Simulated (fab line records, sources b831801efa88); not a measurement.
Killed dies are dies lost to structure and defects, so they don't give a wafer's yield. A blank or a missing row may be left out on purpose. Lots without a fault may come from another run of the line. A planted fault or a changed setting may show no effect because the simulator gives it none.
fab line records | flow sky130
record lots=6 wafers=18 last_day=50
route steps=708 shown SONOS_ONO@176 GATE_OXIDE@187 POLY_GATE@204 PAD_OPEN@708
lots that met no fault: from a run of the same line without faults
start_h: hours from the record's first day to the start of the lot's first wafer shown | wait_h: hours since the lot's step before | " the same as in the row above | L1.1+2: a row that stands for several wafers | - no value, or no start given | * or withheld: withheld | < > ~ a bound
route shown NAME@n: a module of which the file shows steps, and the number in the route of the first | usual: mean/standard deviation of fault-free wafers | same: alike in all rows | chamber/n: place in a boat | sites: the reading at each site | _std_site: their standard deviation | _edge_site: outer sites' mean less inner sites' | radius_mm: how far each site lies from the wafer's centre | mask NAME#n: copy n | behind: the tool/chamber that last shaped the wafer | hold: why the lot was held/for how many hours/how that ended | device: the transistor (n, p or np) that didn't switch | end of line: the same wafers' tests at the end of the route | a step without rows: its recipe alone | killed: dies lost to structure and defects at the first sort, not the wafer's yield | map: a wafer's dies, x killed, . not, _ none there
set.NAME: the setting as run; set.NAME@STEP: as run at that earlier step | model.NAME: the simulator's own value behind a step, which no gauge read
lots at some steps of the route; a table a step, a row a wafer
services: from which hour (start_h, from the record's first day; less than 0 if before it) a tool's chamber was out of use, for how many hours, and why
## steps
# step SKY_SONOS_ONO_COAT_08
# recipe resist=NOVOLAK spin_rpm=3000 resist_thk_nm=1140
# step SKY_SONOS_ONO_SOFTBAKE_09
# recipe temp_c=90 time_s=60 resist=NOVOLAK
# step SKY_SONOS_ONO_EXPOSE_10
# recipe mask_id=ONOM target_cd_nm=410 na=0.6 source_shape=conventional sigma_outer=0.6 dose_mj=150
# step SKY_SONOS_ONO_PEB_11
# recipe temp_c=withheld time_s=* resist=NOVOLAK
# step SKY_SONOS_ONO_DEVELOP_12
# recipe develop_time_s=60 dev_temp_c=23
# step SKY_SONOS_ONO_CD_MEAS_13
# recipe target_cd_nm=410
# usual cd_nm=409.5/2.2
# columns lot.wafer tool chamber start_h wait_h cd_nm
L103.2 cd_sem-01 - 278.29 0.1 408.1
L103.3 " - " " 408.6
L103.5 " - " " 408.7
L107.1 cd_sem-01 - 315.92 0.1 409.0
L107.5 " - " " 408.4
L107.6 " - " " 409.5
L113.3 cd_sem-01 - 353.63 0.1 408.4
L113.5 " - " " 408.8
L113.6 " - " " 410.8
L114.1 cd_sem-01 - 365.04 0.1 412.7
L114.2 " - " " 410.7
L114.6 " - " " 412.3
L116.1 cd_sem-02 - 383.83 0.1 411.1
L116.5 " - " " 406.1
L116.6 " - " " 410.9
L126.1 cd_sem-02 - 468.88 0.1 409.0
L126.3 " - " " 410.2
L126.6 " - " " 409.0
# step SKY_SONOS_ONO_OVL_MEAS_14
# usual SONOS_ONO_OVL=0.2/1.2
# columns lot.wafer tool chamber start_h wait_h SONOS_ONO_OVL[nm]
L103.2 overlay-01 - 278.40 0.1 2.7
L103.3 " - " " 0.5
L103.5 " - " " 1.1
L107.1 overlay-02 - 316.04 0.1 -1.2
L107.5 " - " " -0.8
L107.6 " - " " 1.5
L113.3 overlay-01 - 353.72 0.1 0.3
L113.5 " - " " -1.0
L113.6 " - " " -1.4
L114.1 overlay-02 - 365.16 0.1 -1.2
L114.2 " - " " -0.2
L114.6 " - " " -1.4
L116.1 overlay-01 - 383.95 0.1 1.1
L116.5 " - " " -0.6
L116.6 " - " " 0.5
L126.1 overlay-01 - 469.00 0.1 1.6
L126.3 " - " " -0.6
L126.6 " - " " -0.9
# step SKY_SONOS_ONO_ETCH_15
# recipe target_depth_nm=19.52 chemistry=CHF3/O2 source_w=600 bias_w=200 pressure_mtorr=40 chf3_flow_sccm=50 O2_flow_sccm=5 time_s=7.8
# usual drypump_motor_current_A=5.7/0.43 oes_product_au=0.995/0.012 throttle_valve_pct=8.824/0.0091
# columns lot.wafer tool chamber start_h wait_h drypump_motor_current_A oes_product_au rf_hours_counter_h throttle_valve_pct
L103.2 rie_diel-02 0 278.43 0.0 5.8 0.992 49 8.806
L103.3 " 1 " " 4.7 1.011 128 8.823
L103.5 " 0 " " 5.8 0.983 - 8.810
L107.1 rie_diel-01 0 316.08 0.0 6.4 1.016 7 8.829
L107.5 " 1 " " 5.6 1.019 - 8.830
L107.6 " 2 " " 5.5 0.993 - 8.817
L113.3 rie_diel-01 3 353.75 0.0 5.4 1.006 3 8.825
L113.5 " 3 " " 5.4 1.002 - 8.835
L113.6 " 0 " " 6.4 1.009 - 8.821
L114.1 rie_diel-02 0 365.20 0.0 5.8 0.982 51 8.821
L114.2 " 3 " " 5.9 0.990 3 8.845
L114.6 " 1 " " 4.8 0.980 - 8.812
L116.1 rie_diel-01 3 383.98 0.0 5.4 0.993 3 8.816
L116.5 " 0 " " 6.4 1.010 - 8.843
L116.6 " 1 " " 5.6 0.985 - 8.826
L126.1 rie_diel-01 0 469.03 0.0 6.4 1.012 9 8.824
L126.3 " 2 " " 5.5 0.982 4 8.826
L126.6 " 3 " " 5.4 0.997 - 8.820
# step SKY_SONOS_ONO_WET_ETCH_16
# recipe chemistry=dHF target_depth_nm=14 dry=n2_spin target=SiO2 dilution=100:1 temp_c=25 time_s=280
# step SKY_SONOS_ONO_STRIP_17
# recipe chemistry=O2/N2 power_w=1400 pressure_mtorr=1500 platen_temp_c=withheld o2_flow_sccm=3000 n2_flow_sccm=300 overash_fraction=0.5
# usual drypump_motor_current_A=5.55/0.18 oes_product_au=0.710/0.0045 strip_time_to_endpoint_s=14.11/0.041
# columns lot.wafer tool chamber start_h wait_h drypump_motor_current_A oes_product_au rf_hours_counter_h strip_time_to_endpoint_s
L103.2 plasma_asher-02 0 278.55 0.0 5.35 0.709 45 14.08
L103.3 " 1 " " 5.59 0.709 - 14.11
L103.5 " 0 " " 5.36 0.706 - 14.08
L107.1 plasma_asher-04 1 316.18 0.0 5.41 0.707 19 14.08
L107.5 " 0 " " 5.64 0.710 - 14.14
L107.6 " 1 " " 5.41 0.712 - 14.13
L113.3 plasma_asher-02 0 353.89 0.0 5.34 0.709 - 14.12
L113.5 " 0 " " 5.37 0.701 - 14.08
L113.6 " 1 " " 5.58 0.711 - 14.11
L114.1 plasma_asher-04 1 365.31 0.0 5.44 0.717 25 14.10
L114.2 " 0 " " 5.67 0.707 25 14.04
L114.6 " 0 " " 5.68 0.704 - 14.11
L116.1 plasma_asher-02 0 384.09 0.0 5.36 0.707 56 14.09
L116.5 " 0 " " 5.36 0.714 - 14.09
L116.6 " 1 " " 5.60 0.711 - 14.07
L126.1 plasma_asher-02 1 469.14 0.0 5.60 0.701 64 14.17
L126.3 " 1 " " 5.60 0.713 - 14.04
L126.6 " 1 " " 5.58 0.717 - 14.13
# step SKY_SONOS_ONO_WET_ETCH_18
# recipe chemistry=H3PO4 target_depth_nm=15 target=Si3N4 temp_c=160 time_s=172
# step SKY_GATE_OXIDE_CLEAN_00
# recipe chemistry=SC1/SC2 mix=1:4:20 temp_c=70 time_s=150 dry=n2_spin
# step SKY_GATE_OXIDE_OXIDATION_01
# recipe temp_c=900 ambient=O2 stabilise_s=600 purge_s=300 target_thk_a=102.68 ox_time_s=1473
# usual spike_tc_bottom_C=917/3.8 spike_tc_centre_C=901.0/1 spike_tc_lower_C=900.8/1 spike_tc_top_C=908.4/2.8 spike_tc_upper_C=901.0/1.2 tube_center_temp_C=899.99/0.083 tube_center_temp_C_max=902.4/0.4 zone_power_lower_pct=18.74/0.22
# columns lot.wafer tool chamber start_h wait_h spike_tc_bottom_C spike_tc_centre_C spike_tc_lower_C spike_tc_top_C spike_tc_upper_C tube_center_temp_C tube_center_temp_C_max zone_power_lower_pct model.SiO2_of_GATE_OXIDE_OXIDATION_01.thk_nm
L103.2 furnace-01 0 281.56 2.8 915 899.5 902.4 911.5 900.2 900.15 902.4 18.88 10.2
L103.3 " 0 " " 916 900.9 900.8 910.4 900.5 899.88 902.1 18.90 10.31
L103.5 " 0 " " 914 900.6 901.7 909.4 901.1 899.97 901.9 19.13 10.27
L107.1 furnace-02 0 317.26 0.9 923 902.2 899.6 905.2 902.5 900.17 902.7 18.54 10.25
L107.5 " 0 " " 922 901.9 901.0 905.8 902.3 899.89 903.1 18.69 10.23
L107.6 " 0 " " 921 901.2 900.6 903.8 901.9 899.94 901.9 18.66 10.23
L113.3 furnace-01 0 354.86 0.8 932 918.7 917.7 928.2 920.1 917.67 920.4 19.67 12.55
L113.5 " 0 " " 931 918.3 919.9 926.8 918.8 917.3 919.4 19.72 12.5
L113.6 " 0 " " 930 917.4 918.0 928.3 919.5 917.64 919.3 20.24 12.48
L114.1 furnace-01 0 367.55 2.0 933 918.0 918.0 927.6 919.1 917.38 919.3 19.63 12.12
L114.2 " 0 " " 931 916.6 919.0 926.3 915.5 917.49 920.3 19.52 12.21
L114.6 " 0 " " 932 919.0 917.7 928.3 919.4 917.49 920.2 19.79 12.13
L116.1 furnace-02 0 385.19 0.9 920 900.1 900.1 906.0 900.6 899.96 902.5 18.74 10.34
L116.5 " 0 " " 922 902.0 902.1 904.7 900.5 899.9 902.2 18.49 10.47
L116.6 " 0 " " 922 901.0 900.4 905.3 900.9 900.06 902.1 18.59 10.35
L126.1 furnace-02 0 469.35 0.0 923 902.3 901.6 904.3 901.2 900.09 902.6 18.66 9.869
L126.3 " 0 " " 922 901.8 902.5 906.5 901.0 900.04 902.0 18.39 9.827
L126.6 " 0 " " 923 901.6 901.5 906.0 902.6 900.09 902.4 18.59 9.649
# step SKY_GATE_OXIDE_THK_MEAS_02
# recipe reads=SiO2_of_GATE_OXIDE_OXIDATION_01
# usual GATE_OXIDE_OXIDATION_00_THK=10.20/0.19
# columns lot.wafer tool chamber start_h wait_h hold GATE_OXIDE_OXIDATION_00_THK[nm]
L103.2 film_metro-04 - 282.97 0.0 - 10.21
L103.3 " - " " - 10.31
L103.5 " - " " - 10.28
L107.1 film_metro-04 - 318.67 0.0 - 10.20
L107.5 " - " " - 10.27
L107.6 " - " " - 10.19
L113.3 film_metro-04 - 356.29 0.0 await_dispo/0.2h/release 12.59
L113.5 " - " " await_dispo/0.2h/release 12.47
L113.6 " - " " await_dispo/0.2h/release 12.48
L113.3 film_metro-04 - 356.51 0.2 - 12.58
L113.5 " - " " - 12.55
L113.6 " - " " - 12.46
L114.1 film_metro-04 - 368.95 0.0 await_dispo/0.2h/release 12.09
L114.2 " - " " await_dispo/0.2h/release 12.22
L114.6 " - " " await_dispo/0.2h/release 12.11
L114.1 film_metro-04 - 369.23 0.3 - 12.13
L114.2 " - " " - 12.20
L114.6 " - " " - 12.20
L116.1 film_metro-01 - 386.60 0.0 - 10.33
L116.5 " - " " - 10.47
L116.6 " - " " - 10.35
L126.1 film_metro-01 - 470.76 0.0 - 9.88
L126.3 " - " " - 9.85
L126.6 " - " " - 9.69
# step SKY_GATE_OXIDE_HMDS_04
# recipe prime_time_s=60 prime_temp_c=120
# step SKY_GATE_OXIDE_COAT_05
# recipe resist=NOVOLAK spin_rpm=3000 resist_thk_nm=1140
# step SKY_GATE_OXIDE_SOFTBAKE_06
# recipe temp_c=90 time_s=60 resist=NOVOLAK
# step SKY_GATE_OXIDE_EXPOSE_07
# recipe mask_id=LVOM na=0.6 source_shape=conventional sigma_outer=0.6 polarization=unpolarized target_cd_nm=600 dose_mj=170
# step SKY_GATE_OXIDE_PEB_08
# recipe temp_c=withheld time_s=* resist=NOVOLAK
# step SKY_GATE_OXIDE_DEVELOP_09
# recipe resist=NOVOLAK developer=TMAH develop_time_s=60 dev_temp_c=23
# step SKY_GATE_OXIDE_OVL_MEAS_10
# usual GATE_OXIDE_OVL=0.2/1.3
# columns lot.wafer tool chamber start_h wait_h GATE_OXIDE_OVL[nm]
L103.2 overlay-02 - 307.15 0.1 0.2
L103.3 " - " " 0.4
L103.5 " - " " 0.5
L107.1 overlay-01 - 344.74 0.1 -0.1
L107.5 " - " " -0.9
L107.6 " - " " 0.2
L113.3 overlay-01 - 384.68 0.1 -1.5
L113.5 " - " " -1.2
L113.6 " - " " -2.1
L114.1 overlay-02 - 396.99 0.1 0.5
L114.2 " - " " -0.4
L114.6 " - " " -1.1
L116.1 overlay-01 - 416.09 0.1 -1.6
L116.5 " - " " -2.1
L116.6 " - " " -1.2
L126.1 overlay-01 - 501.42 0.1 -0.4
L126.3 " - " " 0.4
L126.6 " - " " 1.1
# step SKY_GATE_OXIDE_IMPLANT_11
# recipe species=B energy_kev=10 dose_cm2=2.6e+12 tilt_deg=withheld
# step SKY_GATE_OXIDE_WET_ETCH_12
# recipe chemistry=dHF target_depth_nm=16.8 dry=n2_spin target=SiO2 dilution=100:1 temp_c=25 time_s=336
# step SKY_GATE_OXIDE_STRIP_13
# recipe chemistry=O2/N2 power_w=1400 pressure_mtorr=1500 platen_temp_c=withheld o2_flow_sccm=3000 n2_flow_sccm=300 overash_fraction=0.5
# usual drypump_motor_current_A=5.67/0.21 oes_product_au=0.716/0.0046 strip_time_to_endpoint_s=14.19/0.034
# columns lot.wafer tool chamber start_h wait_h drypump_motor_current_A oes_product_au rf_hours_counter_h strip_time_to_endpoint_s
L103.2 plasma_asher-01 0 307.43 0.0 5.46 0.714 64 14.17
L103.3 " 1 " " 5.93 0.718 - 14.15
L103.5 " 1 " " 5.99 0.717 - 14.15
L107.1 plasma_asher-04 0 345.03 0.0 5.67 0.711 23 14.15
L107.5 " 1 " " 5.42 0.711 - 14.19
L107.6 " 0 " " 5.67 0.718 - 14.14
L113.3 plasma_asher-01 1 384.99 0.0 5.96 0.714 - 14.23
L113.5 " 0 " " 5.46 0.717 - 14.20
L113.6 " 1 " " 5.95 0.711 - 14.20
L114.1 plasma_asher-01 1 397.28 0.0 5.97 0.708 74 14.19
L114.2 " 0 " " 5.45 0.719 74 14.21
L114.6 " 1 " " 5.96 0.716 - 14.22
L116.1 plasma_asher-01 0 416.38 0.0 5.45 0.723 76 14.17
L116.5 " 0 " " 5.44 0.724 - 14.13
L116.6 " 1 " " 5.97 0.714 - 14.15
L126.1 plasma_asher-03 1 502.07 0.0 5.68 0.722 7 14.17
L126.3 " 1 " " 5.70 0.722 - 14.19
L126.6 " 0 " " 5.68 0.716 - 14.14
# step SKY_GATE_OXIDE_TW_MEAS_14
# usual GATE_OXIDE_TW=225.8/2.1
# columns lot.wafer tool chamber start_h wait_h hold GATE_OXIDE_TW
L103.2 film_metro-02 - 307.54 0.1 - 221.9
L103.3 " - " " - 222.2
L103.5 " - " " - 222.5
L107.1 film_metro-04 - 345.13 0.1 - 227.8
L107.5 " - " " - 227.7
L107.6 " - " " - 227.1
L113.3 film_metro-04 - 385.08 0.1 await_dispo/0.2h/release 226.3
L113.5 " - " " await_dispo/0.2h/release 227.2
L113.6 " - " " await_dispo/0.2h/release 227.0
L113.3 film_metro-04 - 385.37 0.3 - 227.9
L113.5 " - " " - 226.8
L113.6 " - " " - 226.8
L114.1 film_metro-04 - 397.38 0.1 await_dispo/0.2h/release 227.6
L114.2 " - " " await_dispo/0.2h/release 227.1
L114.6 " - " " await_dispo/0.2h/release 227.3
L114.1 film_metro-04 - 397.61 0.2 - 228.7
L114.2 " - " " - 225.4
L114.6 " - " " - 227.2
L116.1 film_metro-04 - 416.48 0.1 - 226.2
L116.5 " - " " - 227.7
L116.6 " - " " - 228.2
L126.1 film_metro-01 - 502.17 0.1 - 228.0
L126.3 " - " " - 228.3
L126.6 " - " " - 228.2
# step SKY_GATE_OXIDE_OXIDATION_16
# recipe temp_c=800 ambient=O2 idle_temp_c=700 ramp_up_c_per_min=10 ramp_down_c_per_min=3 stabilise_s=600 purge_s=300 target_thk_a=35.7 ox_time_s=1915
# usual ox_temp_c_max=804.4/0.89 spike_tc_bottom_C=820/3.5 spike_tc_centre_C=801.2/0.96 spike_tc_lower_C=800.5/0.96 spike_tc_top_C=809.3/2.8 spike_tc_upper_C=801.3/1.2 tube_center_temp_C=800.01/0.076 tube_center_temp_C_max=802.1/0.33 zone_power_lower_pct=14.57/0.18
# columns lot.wafer tool chamber start_h wait_h ox_temp_c_max spike_tc_bottom_C spike_tc_centre_C spike_tc_lower_C spike_tc_top_C spike_tc_upper_C tube_center_temp_C tube_center_temp_C_max zone_power_lower_pct model.SiO2_of_GATE_OXIDE_OXIDATION_01.thk_nm
L103.2 furnace-01 0 309.71 2.1 803.8 818 801.2 799.9 811.5 802.1 800.01 802.4 14.75 11.54
L103.3 " 0 " " 804.5 816 801.6 800.8 812.7 801.8 800.01 802.3 14.36 11.64
L103.5 " 0 " " 801.9 817 801.4 800.4 812.3 801.3 799.89 801.6 14.74 11.61
L107.1 furnace-01 0 346.56 1.3 804.0 817 801.7 800.3 814.2 802.4 799.94 802.0 14.96 11.65
L107.5 " 0 " " 804.3 816 799.5 802.1 811.5 799.5 800.11 802.1 14.82 11.65
L107.6 " 0 " " 806.8 815 802.1 800.7 813.3 801.2 799.97 801.5 14.81 11.6
L113.3 furnace-02 0 389.38 0.9 805.6 822 802.3 800.2 807.0 803.3 800.01 801.6 14.88 13.76
L113.5 " 0 " " 805.8 822 799.4 800.1 808.8 802.0 800.03 802.0 14.46 13.7
L113.6 " 0 " " 805.6 821 801.4 799.8 807.0 801.5 800.06 801.8 14.35 13.68
L114.1 furnace-01 0 400.48 0.2 803.7 816 799.8 799.4 812.7 800.7 799.99 802.6 14.59 13.32
L114.2 " 0 " " 803.6 814 800.4 800.8 811.4 800.2 800.06 802.4 14.85 13.38
L114.6 " 0 " " 802.5 816 800.2 801.8 813.3 800.1 799.98 802.0 14.91 13.33
L116.1 furnace-01 0 417.42 0.8 803.5 816 801.3 802.1 814.0 801.5 800.17 802.1 14.85 11.65
L116.5 " 0 " " 804.4 816 801.0 801.4 813.0 801.6 800.08 802.4 14.70 11.79
L116.6 " 0 " " 802.7 817 800.4 802.0 812.5 799.3 800.17 802.1 14.35 11.68
L126.1 furnace-02 0 502.28 0.0 804.2 823 802.4 800.4 807.0 801.5 800.05 802.4 14.47 11.27
L126.3 " 0 " " 804.6 823 801.9 800.4 807.6 799.5 799.95 802.0 14.49 11.21
L126.6 " 0 " " 804.2 822 801.2 800.8 806.0 803.6 800.03 802.1 14.50 11.04
# step SKY_POLY_GATE_CVD_00
# recipe material=poly-Si target_thk_nm=180 temp_c=620 time_s=720 pressure_mtorr=200
# step SKY_PAD_OPEN_PROBE_99
# usual killed_at_M0_to_M3=43/6.5 killed_at_M4_up=3.2/1.8 killed_at_contacts=26/5.2 killed_at_front_end=16/4.8 killed_at_other=0.3/0.6 killed_dies=89/9.6 killed_open=48/7.1 killed_short=40/6.4
# same gross_dies=492 killed_at_back_side=0
# columns lot.wafer tool chamber start_h wait_h killed_at_M0_to_M3 killed_at_M4_up killed_at_contacts killed_at_front_end killed_at_other killed_dies killed_open killed_short model.etest.nfet_16v.r_on_ohm_um model.etest.pfet_16v.r_on_ohm_um model.etest.tip_sonos.rs_ohm_sq model.etest.pfet_g5v0d10v5.r_on_ohm_um model.etest.nfet_g5v0d10v5.r_on_ohm_um model.etest.nfet_g5v0d10v5.drive_ua_um model.etest.nfet_05v0_nvt.drive_ua_um model.etest.pfet_g5v0d10v5.drive_ua_um
L103.2 prober-02 - 1074.58 0.1 38 0 32 11 0 81 41 40 1.405e+04 1.518e+04 2680 4745 1878 611.3 581.3 344.5
L103.3 prober-02 - 1074.63 0.2 36 1 26 14 0 77 41 36 1.396e+04 1.494e+04 2700 4750 1881 605.9 574.8 340.7
L103.5 prober-02 - 1074.73 0.2 44 4 19 14 0 81 44 37 1.417e+04 1.542e+04 2683 4718 1888 605.2 573.1 340.7
L107.1 prober-02 - 1099.93 0.1 40 6 23 16 0 85 48 37 1.399e+04 1.498e+04 2571 4768 1913 599 569.9 339.3
L107.5 prober-02 - 1100.13 0.2 49 3 31 17 0 100 65 35 1.399e+04 1.487e+04 2613 4725 1884 601.8 566.9 341.9
L107.6 prober-02 - 1100.18 0.2 54 5 15 13 0 87 46 41 1.41e+04 1.548e+04 2586 4761 1918 601.1 570.7 337.9
L113.3 prober-01 - 1134.54 0.2 45 10 21 15 0 91 53 38 1.587e+04 1.561e+04 3217 5204 2092 510.2 489.6 305.2
L113.5 prober-01 - 1134.64 0.2 49 4 18 12 1 84 47 37 1.592e+04 1.61e+04 3172 5187 2091 512.6 493.2 299
L113.6 prober-01 - 1134.69 0.2 30 3 26 18 1 78 41 37 1.588e+04 1.573e+04 3185 5224 2079 508 491 305
L114.1 prober-02 - 1138.91 0.1 37 4 28 19 1 89 51 38 1.519e+04 1.591e+04 3046 5214 2072 526.1 502.6 301
L114.2 prober-02 - 1138.96 0.1 43 2 33 22 0 100 55 44 1.534e+04 1.625e+04 3113 5185 2068 524.5 501.9 302.6
L114.6 prober-02 - 1139.16 0.2 47 7 28 16 0 98 52 46 1.529e+04 1.597e+04 3100 5174 2052 525.1 503 305.7
L116.1 prober-02 - 1151.74 0.1 40 3 33 25 0 101 54 45 1.433e+04 1.499e+04 2673 4737 1920 597 567.9 347.4
L116.5 prober-02 - 1151.94 0.2 42 5 32 17 0 96 50 44 1.432e+04 1.545e+04 2701 4733 1895 587.2 559.8 342.7
L116.6 prober-02 - 1151.99 0.2 34 4 30 29 1 98 51 44 1.423e+04 1.492e+04 2681 4741 1895 592.3 567.1 342.8
L126.1 prober-02 - 1199.03 0.1 37 1 41 21 1 101 61 40 1.384e+04 1.451e+04 2502 4611 1827 626.7 591.2 358.3
L126.3 prober-02 - 1199.13 0.2 50 0 33 13 0 96 51 45 1.39e+04 1.521e+04 2500 4693 1862 623.8 594.3 347.1
L126.6 prober-02 - 1199.28 0.2 44 2 25 16 0 87 41 46 1.388e+04 1.504e+04 2470 4616 1810 638.7 598.9 356
# killed by level:class
L103.2 LI_CONTACT:geometric_particle:open=12 CONTACT:geometric_particle:open=9 METAL1:geometric_particle:short=8 METAL2:geometric_particle:short=7 CONTACT:geometric_particle:short=5 VIA3:geometric_particle:open=5 FIELD_ISO:geometric_particle:short=4 VIA2:geometric_particle:open=4
L103.3 VIA3:geometric_particle:open=8 CONTACT:geometric_particle:short=8 CONTACT:geometric_particle:open=7 VIA2:geometric_particle:open=7 FIELD_ISO:geometric_particle:short=6 LI_CONTACT:geometric_particle:open=6 FIELD_ISO:geometric_particle:open=5 METAL1:geometric_particle:short=5
L103.5 VIA1:geometric_particle:open=10 VIA2:geometric_particle:open=10 CONTACT:geometric_particle:open=6 VIA3:geometric_particle:open=6 POLY_GATE:geometric_particle:short=5 CONTACT:geometric_particle:short=5 FIELD_ISO:geometric_particle:open=4 FIELD_ISO:geometric_particle:short=4
L107.1 CONTACT:geometric_particle:open=9 LI_CONTACT:geometric_particle:open=9 VIA1:geometric_particle:open=9 VIA2:geometric_particle:open=5 METAL1:geometric_particle:short=5 METAL4:geometric_particle:short=5 FIELD_ISO:geometric_particle:open=4 POLY_GATE:geometric_particle:open=4
L107.5 CONTACT:geometric_particle:open=12 VIA1:geometric_particle:open=10 VIA3:geometric_particle:open=9 LI_CONTACT:geometric_particle:open=8 POLY_GATE:geometric_particle:open=7 VIA2:geometric_particle:open=6 CONTACT:geometric_particle:short=5 METAL3:geometric_particle:short=4
L107.6 VIA3:geometric_particle:open=11 METAL2:geometric_particle:short=10 VIA1:geometric_particle:open=8 FIELD_ISO:geometric_particle:open=7 METAL1:geometric_particle:short=7 CONTACT:geometric_particle:open=6 VIA2:geometric_particle:short=6 VIA2:geometric_particle:open=6
L113.3 VIA2:geometric_particle:open=12 VIA1:geometric_particle:open=10 METAL4:geometric_particle:short=7 LI_CONTACT:geometric_particle:open=5 LOCAL_INTERCONNECT:geometric_particle:short=5 CONTACT:geometric_particle:open=5 FIELD_ISO:geometric_particle:open=4 POLY_GATE:geometric_particle:short=4
L113.5 CONTACT:geometric_particle:open=10 VIA1:geometric_particle:open=9 VIA3:geometric_particle:open=7 VIA3:geometric_particle:short=6 METAL2:geometric_particle:short=5 METAL1:geometric_particle:short=5 VIA1:geometric_particle:short=5 LI_CONTACT:geometric_particle:open=4
L113.6 CONTACT:geometric_particle:open=8 LI_CONTACT:geometric_particle:open=7 VIA2:geometric_particle:open=7 POLY_GATE:geometric_particle:open=5 CONTACT:geometric_particle:short=5 METAL1:geometric_particle:short=4 LI_CONTACT:geometric_particle:short=4 VIA1:geometric_particle:open=4
L114.1 VIA1:geometric_particle:open=12 CONTACT:geometric_particle:open=11 FIELD_ISO:geometric_particle:short=8 VIA3:geometric_particle:open=6 FIELD_ISO:geometric_particle:open=5 LI_CONTACT:geometric_particle:open=5 LI_CONTACT:geometric_particle:short=4 LOCAL_INTERCONNECT:geometric_particle:short=4
L114.2 CONTACT:geometric_particle:open=14 VIA1:geometric_particle:open=10 METAL2:geometric_particle:short=10 CONTACT:geometric_particle:short=8 FIELD_ISO:geometric_particle:open=7 LI_CONTACT:geometric_particle:open=6 POLY_GATE:geometric_particle:open=5 VIA1:geometric_particle:short=5
L114.6 LI_CONTACT:geometric_particle:open=11 VIA1:geometric_particle:open=9 FIELD_ISO:geometric_particle:short=7 CONTACT:geometric_particle:short=7 METAL4:geometric_particle:short=7 VIA3:geometric_particle:open=7 METAL1:geometric_particle:short=6 FIELD_ISO:geometric_particle:open=5
L116.1 CONTACT:geometric_particle:open=10 FIELD_ISO:geometric_particle:open=9 LOCAL_INTERCONNECT:geometric_particle:short=8 CONTACT:geometric_particle:short=7 VIA3:geometric_particle:open=7 VIA1:geometric_particle:open=6 POLY_GATE:geometric_particle:short=5 POLY_GATE:geometric_particle:open=5
L116.5 METAL2:geometric_particle:short=12 LI_CONTACT:geometric_particle:open=12 VIA1:geometric_particle:open=11 CONTACT:geometric_particle:open=8 LOCAL_INTERCONNECT:geometric_particle:short=5 FIELD_ISO:geometric_particle:open=4 POLY_GATE:geometric_particle:open=4 VIA1:geometric_particle:short=4
L116.6 CONTACT:geometric_particle:open=14 CONTACT:geometric_particle:short=9 FIELD_ISO:geometric_particle:open=8 FIELD_ISO:geometric_particle:short=7 POLY_GATE:geometric_particle:open=7 VIA3:geometric_particle:open=6 METAL1:geometric_particle:short=6 VIA2:geometric_particle:open=5
L126.1 CONTACT:geometric_particle:open=15 VIA1:geometric_particle:open=11 FIELD_ISO:geometric_particle:short=8 LOCAL_INTERCONNECT:geometric_particle:short=8 LI_CONTACT:geometric_particle:open=8 CONTACT:geometric_particle:short=7 VIA2:geometric_particle:open=7 VIA3:geometric_particle:open=7
L126.3 LI_CONTACT:geometric_particle:open=11 CONTACT:geometric_particle:open=10 VIA2:geometric_particle:open=9 VIA1:geometric_particle:open=7 METAL2:geometric_particle:short=7 VIA3:geometric_particle:short=6 METAL3:geometric_particle:short=5 CONTACT:geometric_particle:short=4
L126.6 VIA1:geometric_particle:short=10 LI_CONTACT:geometric_particle:open=9 LOCAL_INTERCONNECT:geometric_particle:short=6 METAL1:geometric_particle:short=6 METAL2:geometric_particle:short=6 VIA2:geometric_particle:open=6 POLY_GATE:geometric_particle:open=5 VIA1:geometric_particle:open=5
## services
# columns tool chamber start_h hours kind
rie_diel-01 0 262.08 5.3 repair
furnace-02 - 294.66 5.2 pm
rie_diel-01 - 296.42 2.8 pm
furnace-02 - 299.89 3.2 pm
furnace-01 - 303.89 3.1 pm
rie_diel-01 2 316.16 9.1 repair
plasma_asher-03 - 322.64 28.1 pm
rie_diel-02 3 333.40 5.6 repair
rie_diel-02 - 334.89 2.8 pm
plasma_asher-02 - 335.01 0.8 repair
rie_diel-01 3 349.52 2.0 repair
furnace-01 - 373.10 3.2 pm
rie_diel-02 3 387.22 5.1 repair
plasma_asher-03 - 394.04 3.6 repair
plasma_asher-03 - 396.44 2.7 repair
rie_diel-02 1 419.92 15.0 repair
plasma_asher-03 - 421.25 9.0 pm
furnace-02 - 441.49 4.4 pm
plasma_asher-02 - 444.88 4.1 repair
plasma_asher-02 - 461.16 4.0 repair
rie_diel-02 - 467.89 0.1 repair
furnace-02 - 493.32 2.1 pm
plasma_asher-01 - 495.65 0.6 repair
plasma_asher-01 - 501.15 10.0 pm
## key
first_sign step=SKY_GATE_OXIDE_OXIDATION_01 reading=tube_center_temp_C direction=up sigmas=99+ usual=* struck=*
effect step=SKY_GATE_OXIDE_OXIDATION_01 reading=tube_center_temp_C_max direction=up sigmas=43 usual=* struck=*
effect step=SKY_GATE_OXIDE_THK_MEAS_02 reading=visit direction=added
effect step=SKY_GATE_OXIDE_THK_MEAS_02 reading=GATE_OXIDE_OXIDATION_00_THK direction=up sigmas=11 usual=10.20 struck=12.33
effect step=SKY_GATE_OXIDE_TW_MEAS_14 reading=visit direction=added
model_effect step=SKY_GATE_OXIDE_OXIDATION_01 value=SiO2_of_GATE_OXIDE_OXIDATION_01.thk_nm without=10.23 struck=12.33
model_effect step=SKY_GATE_OXIDE_OXIDATION_16 value=SiO2_of_GATE_OXIDE_OXIDATION_01.thk_nm without=11.57 struck=13.53
model_effect step=SKY_PAD_OPEN_PROBE_99 value=etest.nfet_16v.r_on_ohm_um without=1.44e+04 struck=1.558e+04
met_at SKY_GATE_OXIDE_OXIDATION_01
struck_wafers L113.3,L113.5,L113.6,L114.1,L114.2,L114.6
tester_left_out L113,L114
onset_between 281.56 354.86
fault kind=process_parameter_drift tool=furnace-01 chamber=- onset_h=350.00 steps=SKY_GATE_OXIDE_OXIDATION_01 channel=temp_c offset=* shape=step end_h=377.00 acts_in=* stated=*
# tester_left_out: of these lots the tester's yield and bins aren't shown, on N5 and GAA mostly nor the transistor test; their killed dies are dies lost to structure and defects alone, not to doping, threshold or leakage, so they don't give the yield
